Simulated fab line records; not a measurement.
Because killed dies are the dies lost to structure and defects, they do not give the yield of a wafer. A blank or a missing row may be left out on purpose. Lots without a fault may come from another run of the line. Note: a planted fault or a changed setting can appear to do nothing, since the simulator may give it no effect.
A lot that was struck, set against a sound lot	flow sky130	19 out of 708 route steps
Sound: wafers L226.1, L226.4, L226.5. Struck: wafer L241.6 (left out: L241.4, a lot-mate that was not struck); the cause follows at the end.
Each step with rows lists, per side, the tool, then ch with its chambers, then its first start. Under that, the readings that differ: sound wafers	struck wafers	difference of the means	sigmas: that difference in standard deviations of wafers without a fault.
alike: readings whose means differ by less than 2 such deviations, and words and numbers that are the same on both sides. not compared: withheld readings, readings that some wafer has no value for, bounds like >300 that may hide the same value, and numbers for which the record gives no deviation and whose values overlap.
Wherever a step has rows on one side only, a row that says differs or no value, or a row with sigmas, the two part there. Numbers that have no deviation but don't overlap get no sigmas and don't part them. A reading that every wafer of one side lacks parts them only if that side has two wafers or more.

SKY_LI_CONTACT_THK_MEAS_23: measures by xrf.
  sound: filmMetro-03 at day 29 21:56; struck: filmMetro-03 at day 34 08:07
  alike: LI_CONTACT_W_THK
SKY_LI_CONTACT_CMP_24: polishes, stops on PSG, t overpolish 20 s, target thk 0 nm.
  sound on cmp-02 ch 0,1,2, day 29 22:06; struck on cmp-01 ch 0, day 34 08:15
  alike: headPressurePsi, motorCurrentA, overpolishRunS, timeToEndpointS
SKY_LOCAL_INTERCONNECT_SPUTTER_00: material TiN, target thk 100 nm, time 83.3 s.
  sound: pvdSputter-04 at day 29 22:18; struck: pvdSputter-02 at day 34 08:27
  alike: throttleValvePct
SKY_LOCAL_INTERCONNECT_RS_MEAS_01: uses a four-point probe to measure.
  sound: filmMetro-03 at day 29 22:22; struck: filmMetro-01 at day 34 08:34
  alike: LOCAL_INTERCONNECT_TIN_RS
SKY_LOCAL_INTERCONNECT_THK_MEAS_02: measures by xrf.
  sound: filmMetro-03 at day 29 22:29; struck: filmMetro-01 at day 34 08:40
reading	sound	struck	difference	sigmas
LOCAL_INTERCONNECT_TIN_THK (nm)	100.4 100.2 100.4	98.2	-2.1	-2
then, 7 steps without rows for these wafers: SKY_LOCAL_INTERCONNECT_DEHYDRATE_03 (time 60 s); SKY_LOCAL_INTERCONNECT_HMDS_04 (prime time 60 s); SKY_LOCAL_INTERCONNECT_COAT_05 (resist thk 60 nm); SKY_LOCAL_INTERCONNECT_COAT_06 (resist thk 450 nm); SKY_LOCAL_INTERCONNECT_SOFTBAKE_07 (time 90 s); SKY_LOCAL_INTERCONNECT_EXPOSE_08 (exposes mask LI1M, target cd 170 nm); SKY_LOCAL_INTERCONNECT_PEB_09.
SKY_LOCAL_INTERCONNECT_DEVELOP_10: develop time 60 s.
  sound on lithoTrack-01 ch 0, day 31 02:00; struck on lithoTrack-01 ch 0, day 35 11:00
SKY_LOCAL_INTERCONNECT_CD_MEAS_11 targets a cd of 170 nm.
  sound: cdSem-02 at day 31 02:22; struck: cdSem-01 at day 35 11:13
reading	sound	struck	difference	sigmas
cdNm (nm)	169.5 170.2 169.8	173.8	+4.0	+3
SKY_LOCAL_INTERCONNECT_OVL_MEAS_12:
  sound: overlay-01 at day 31 02:30; struck: overlay-02 at day 35 11:18
  alike: LOCAL_INTERCONNECT_OVL
SKY_LOCAL_INTERCONNECT_ETCH_13: etches BARC in N2/H2, stops on SiO2, time 45.9 s, target depth 60 nm.
  sound on rieMetal-02 ch 0,1, day 31 02:32; struck on rieMetal-02 ch 0, day 35 11:20
reading	sound	struck	difference	sigmas
biasW (W)	99.3 99.1 99.9	100.1	+0.7	+2
oesProductAu (a.u.)	0.852 0.851 0.853	0.841	-0.011	-2
model.LOCAL_INTERCONNECT.cdNm (nm)	169.6 169.5 169.8	173.9	+4.3	
  alike: chamberPressureMTorr, drypumpMotorCurrentA, heBacksideLeakSccm, throttleValvePct
  not compared: rfHoursCounterH
SKY_LOCAL_INTERCONNECT_METAL_ETCH_14: etches TiN in Cl2/BCl3, stops on PSG, target depth 110 nm, time 31.4 s.
  sound on rieMetal-02 ch 0,1, day 31 02:36; struck on rieMetal-02 ch 0, day 35 11:24
reading	sound	struck	difference	sigmas
model.LOCAL_INTERCONNECT.cdNm (nm)	170.7 169.7 170.2	174.4	+4.2	
  alike: biasW, chamberPressureMTorr, drypumpMotorCurrentA, heBacksideLeakSccm, oesProductAu, throttleValvePct
  not compared: rfHoursCounterH
SKY_LOCAL_INTERCONNECT_STRIP_15: strips in O2/N2.
  sound on plasmaAsher-02 ch 1, day 31 02:39; struck on plasmaAsher-02 ch 0, day 35 11:28
  alike: chamberPressureMTorr, drypumpMotorCurrentA, oesProductAu, stripTimeToEndpointS
  not compared: rfHoursCounterH
-- here the record skips 14 days between the struck wafers' starts before and after, leaving off in module LOCAL_INTERCONNECT and picking up in module PAD_OPEN (first step shown: number 708 of the route) --
SKY_PAD_OPEN_PROBE_99:
  sound: prober-02 at day 46 08:17; struck: prober-01 at day 49 13:27
reading	sound	struck	difference	sigmas
model.etest.resLi.lineOhmUm	74.36 75.24 74.35	74.18	-0.47	
  alike: killed_at_M0_to_M3, killed_at_M4_up, killedAtContacts, killedAtFrontEnd, killedAtOther, killedDies, killedOnRim, killedOpen, killedShort

## WHERE THEY PART
First at SKY_LOCAL_INTERCONNECT_THK_MEAS_02; last, within this record, at SKY_LOCAL_INTERCONNECT_ETCH_13. Later steps at which nothing parts them and some readings are alike: SKY_LOCAL_INTERCONNECT_METAL_ETCH_14, SKY_LOCAL_INTERCONNECT_STRIP_15, SKY_PAD_OPEN_PROBE_99.

WHY: what the simulator had put in
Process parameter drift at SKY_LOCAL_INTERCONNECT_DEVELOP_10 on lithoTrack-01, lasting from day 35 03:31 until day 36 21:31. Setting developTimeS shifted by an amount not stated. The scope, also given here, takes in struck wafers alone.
